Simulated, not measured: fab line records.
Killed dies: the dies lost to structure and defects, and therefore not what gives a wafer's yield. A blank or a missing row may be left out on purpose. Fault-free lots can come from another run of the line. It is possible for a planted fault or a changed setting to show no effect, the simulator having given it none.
8D (eight disciplines) problem report, filled in by code || flow sfq-line || the parts of the form that need people (team, actions taken, sign-off) are left out

1. THE ISSUE
Mean of rf-fwd-power-W at SFQ_TRILAYER_I0_VIA_ETCH_VIA_ETCH_034: 418.2 W across 6 wafers in 2 lots; on wafers with no fault it is 497.8 W (standard deviation 1.7). Relative to the usual mean, that is a shift of -47 standard deviations.
The step: etches SiO2 in CHF3, stops on Nb, target depth 260 nm.
Seen first at day 12 06:51 on rie-diel-02, wafer L601.4. At this step, 42 wafers from 14 lots have a number in the record. Rule for "out" (also "out of limits"): further than 4 standard deviations from the usual mean. All remaining wafers that have a number are taken as sound.

2. WHAT IT IS; WHAT IT IS NOT
{"question": "which readings at this step", "is": "rf-fwd-power-W", "is not": "bias-w, drypump-motor-current-A, oes-product-au"}
{"question": "which lots", "is": "L601, L603", "is not": "L590, L593, L594, L595, L597, L598, L600, L602, L610, L611, L612, L613"}
{"question": "which wafers of those lots", "is": "all that have a number", "is not": "-"}
{"question": "read on which tools", "is": "rie-diel-02", "is not": "rie-diel-01, rie-diel-03"}
{"question": "when", "is": "from day 12 06:51", "is not": "up to then (21 sound wafers); but 15 sound wafers of L602, L610, L611, L612, L613 came after"}

3. SUSPECTS, AND WHAT RULES EACH OUT
Counting: a tool at any process step up to the reading remains a suspect when it ran all the lots that are out and ran no sound lot after the first of those.
- rie-diel-02 at SFQ_TRILAYER_I0_VIA_ETCH_VIA_ETCH_034 (etches SiO2 in CHF3, stops on Nb, target depth 260 nm): ruled out as a lasting fault. The sound lots L612, L613 went through it after L601, its earliest lot that is out (day 12 06:51).
Left after counting: nothing in the record.

4. THE CAUSE (what the simulator had put in)
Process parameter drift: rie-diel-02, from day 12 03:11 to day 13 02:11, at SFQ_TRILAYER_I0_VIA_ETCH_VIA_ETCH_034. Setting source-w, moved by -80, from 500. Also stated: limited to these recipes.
Counting ruled it out, wrongly.

5. THE EFFECT CHAIN, in route order
Each row: a reading where the mean over the struck wafers with a number is more than 3 standard deviations away from the usual. Readings are gone through only where the record gives a usual standard deviation; hours: the median, over the lots, of the time from a lot's start at the first step in this table giving one to that lot's start at this step; sigmas: the change measured in usual standard deviations.
{"hours": 0, "step": "SFQ_TRILAYER_I0_VIA_ETCH_VIA_ETCH_034", "reading": "rf-fwd-power-W", "usual": "497.8 W", "on struck wafers": 418.2, "change": -79.6, "sigmas": -47}
Here are the process steps it includes:
- SFQ_TRILAYER_I0_VIA_ETCH_VIA_ETCH_034: etches SiO2 in CHF3, stops on Nb, target depth 260 nm.

6. HOW IT WOULD HAVE BEEN CAUGHT EARLIER
In this record the first reading out of limits was taken at day 12 06:51, 4 hours after the fault began at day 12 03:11.
